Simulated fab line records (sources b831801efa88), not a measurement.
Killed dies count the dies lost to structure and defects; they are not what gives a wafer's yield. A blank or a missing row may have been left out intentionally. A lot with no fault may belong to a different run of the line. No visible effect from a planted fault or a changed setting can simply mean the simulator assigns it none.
A lot that was struck, set against a sound lot	flow sky130	43 steps out of a route of 708
Sound: wafers L950.1, L950.3, L950.6. Struck: wafer L954.6. (L954.5 of the same lot was not struck and is left out.) The cause comes at the end.
At each step with rows: each side's tool, then ch and its chambers, then its first start. Under that, the readings that differ: sound wafers	struck wafers	difference of the means	sigmas: that difference in standard deviations of wafers without a fault.
alike: same words and numbers on both sides, and readings whose means sit less than 2 such deviations apart. not compared: any withheld reading, any reading some wafer has no value for, any bound like >300 that may hide the same value, and any number with overlapping values for which the record gives no deviation.
The two part at a step that has a row with sigmas, a row that says differs or no value, or rows on one side only. Numbers that don't overlap but have no deviation are shown without sigmas and don't part them. Lack of a reading on every wafer of one side parts them only where that side has two or more wafers.

SKY_VT_ADJUST_LVTN_OVL_MEAS_07:
  sound on overlay-01 at day 7 22:32; struck on overlay-02 at day 9 02:16
reading	sound	struck	difference	sigmas
VT_ADJUST_LVTN_OVL (nm)	-1.1 -0.9 -1.0	3.2	+4.2	+3
following that, these wafers have no rows for 1 step: SKY_VT_ADJUST_LVTN_IMPLANT_08.
SKY_VT_ADJUST_LVTN_STRIP_09: strips in O2/N2.
  sound on plasma-asher-03 ch 0,1, day 7 22:43; struck on plasma-asher-04 ch 1, day 9 02:29
reading	sound	struck	difference	sigmas
oes-product-au (a.u.)	0.723 0.721 0.728	0.715	-0.009	-2
  alike: drypump-motor-current-A, strip-time-to-endpoint-s
  not compared: rf-hours-counter-h
SKY_VT_ADJUST_LVTN_TW_MEAS_10:
  sound on film-metro-03 at day 7 22:49; struck on film-metro-03 at day 9 02:34
  alike: VT_ADJUST_LVTN_TW
then, 7 steps without rows for these wafers: SKY_VT_ADJUST_LVTN_DEHYDRATE_11 (time 60 s); SKY_VT_ADJUST_LVTN_HMDS_12 (prime time 60 s); SKY_VT_ADJUST_LVTN_COAT_13 (resist thk 1140 nm); SKY_VT_ADJUST_LVTN_SOFTBAKE_14 (time 60 s); SKY_VT_ADJUST_LVTN_EXPOSE_15 (exposes mask HVN STD DERIVED, target cd 600 nm); SKY_VT_ADJUST_LVTN_PEB_16; SKY_VT_ADJUST_LVTN_DEVELOP_17 (develop time 60 s).
SKY_VT_ADJUST_LVTN_OVL_MEAS_18:
  sound on overlay-02 at day 8 18:20; struck on overlay-02 at day 9 23:16
  alike: VT_ADJUST_LVTN_01_OVL
SKY_VT_ADJUST_LVTN_IMPLANT_19:
  sound on implanter-01 ch 0, day 8 18:23; struck on implanter-01 ch 0, day 9 23:22
SKY_VT_ADJUST_LVTN_STRIP_20: strips in O2/N2.
  sound on plasma-asher-01 ch 0,1, day 8 18:32; struck on plasma-asher-01 ch 1, day 9 23:29
  alike: drypump-motor-current-A, oes-product-au, strip-time-to-endpoint-s
  not compared: rf-hours-counter-h
SKY_VT_ADJUST_LVTN_TW_MEAS_21:
  sound on film-metro-01 at day 8 18:38; struck on film-metro-01 at day 9 23:34
reading	sound	struck	difference	sigmas
VT_ADJUST_LVTN_2_TW	188.2 189.2 188.1	184.2	-4.3	-4
then, 7 steps without rows for these wafers: SKY_VT_ADJUST_NCORE_DEHYDRATE_00 (time 60 s); SKY_VT_ADJUST_NCORE_HMDS_01 (prime time 60 s); SKY_VT_ADJUST_NCORE_COAT_02 (resist thk 1140 nm); SKY_VT_ADJUST_NCORE_SOFTBAKE_03 (time 60 s); SKY_VT_ADJUST_NCORE_EXPOSE_04 (exposes mask LVTN COMPLEMENT THIN, target cd 380 nm); SKY_VT_ADJUST_NCORE_PEB_05; SKY_VT_ADJUST_NCORE_DEVELOP_06 (develop time 60 s).
SKY_VT_ADJUST_NCORE_CD_MEAS_07 targets a cd of 380 nm.
  sound on cd-sem-01 at day 9 15:50; struck on cd-sem-01 at day 10 20:52
  alike: cd-nm
SKY_VT_ADJUST_NCORE_OVL_MEAS_08:
  sound on overlay-01 at day 9 15:57; struck on overlay-01 at day 10 20:56
  alike: VT_ADJUST_NCORE_OVL
following that, these wafers have no rows for 1 step: SKY_VT_ADJUST_NCORE_IMPLANT_09.
SKY_VT_ADJUST_NCORE_STRIP_10: strips in O2/N2.
  sound on plasma-asher-01 ch 0,1, day 9 16:08; struck on plasma-asher-02 ch 1, day 10 21:10
  alike: drypump-motor-current-A, oes-product-au, strip-time-to-endpoint-s
  not compared: rf-hours-counter-h
SKY_VT_ADJUST_NCORE_TW_MEAS_11:
  sound on film-metro-03 at day 9 16:14; struck on film-metro-02 at day 10 21:14
  alike: VT_ADJUST_NCORE_TW
then, 7 steps without rows for these wafers: SKY_VT_ADJUST_HVTR_DEHYDRATE_00 (time 60 s); SKY_VT_ADJUST_HVTR_HMDS_01 (prime time 60 s); SKY_VT_ADJUST_HVTR_COAT_02 (resist thk 1140 nm); SKY_VT_ADJUST_HVTR_SOFTBAKE_03 (time 60 s); SKY_VT_ADJUST_HVTR_EXPOSE_04 (exposes mask HVTRM, target cd 380 nm); SKY_VT_ADJUST_HVTR_PEB_05; SKY_VT_ADJUST_HVTR_DEVELOP_06 (develop time 60 s).
SKY_VT_ADJUST_HVTR_CD_MEAS_07 targets a cd of 380 nm.
  sound on cd-sem-02 at day 10 13:38; struck on cd-sem-02 at day 11 21:15
  alike: cd-nm
SKY_VT_ADJUST_HVTR_OVL_MEAS_08:
  sound on overlay-01 at day 10 13:45; struck on overlay-02 at day 11 21:19
  alike: VT_ADJUST_HVTR_OVL
following that, these wafers have no rows for 1 step: SKY_VT_ADJUST_HVTR_IMPLANT_09.
SKY_VT_ADJUST_HVTR_STRIP_10: strips in O2/N2.
  sound on plasma-asher-04 ch 0,1, day 10 13:56; struck on plasma-asher-02 ch 1, day 11 21:33
  alike: drypump-motor-current-A, oes-product-au, strip-time-to-endpoint-s
  not compared: rf-hours-counter-h
SKY_VT_ADJUST_HVTR_TW_MEAS_11:
  sound on film-metro-04 at day 10 14:02; struck on film-metro-04 at day 11 21:37
  alike: VT_ADJUST_HVTR_TW
then, 3 steps without rows for these wafers: SKY_VT_ADJUST_PCH_DEHYDRATE_00 (time 60 s); SKY_VT_ADJUST_PCH_HMDS_01 (prime time 60 s); SKY_VT_ADJUST_PCH_COAT_02 (resist thk 3000 nm).
-- record jumps: 36 days separate the struck wafers' starts on either side; left off in module VT_ADJUST_PCH, taken up again in module PAD_OPEN, whose first shown step is the route's number 708 --
SKY_PAD_OPEN_PROBE_99:
  sound on prober-01 at day 46 17:34; struck on prober-01 at day 47 20:20
reading	sound	struck	difference	sigmas
hold	- - -	await-dispo/1.3h/release	no value on the sound wafers	
  not compared: model.etest.nfet-g5v0d10v5.vt-v-range

== WHERE THEY PART ==
Last at SKY_PAD_OPEN_PROBE_99 as far as this record goes, first at SKY_VT_ADJUST_LVTN_OVL_MEAS_07.

WHY: what the simulator had put in
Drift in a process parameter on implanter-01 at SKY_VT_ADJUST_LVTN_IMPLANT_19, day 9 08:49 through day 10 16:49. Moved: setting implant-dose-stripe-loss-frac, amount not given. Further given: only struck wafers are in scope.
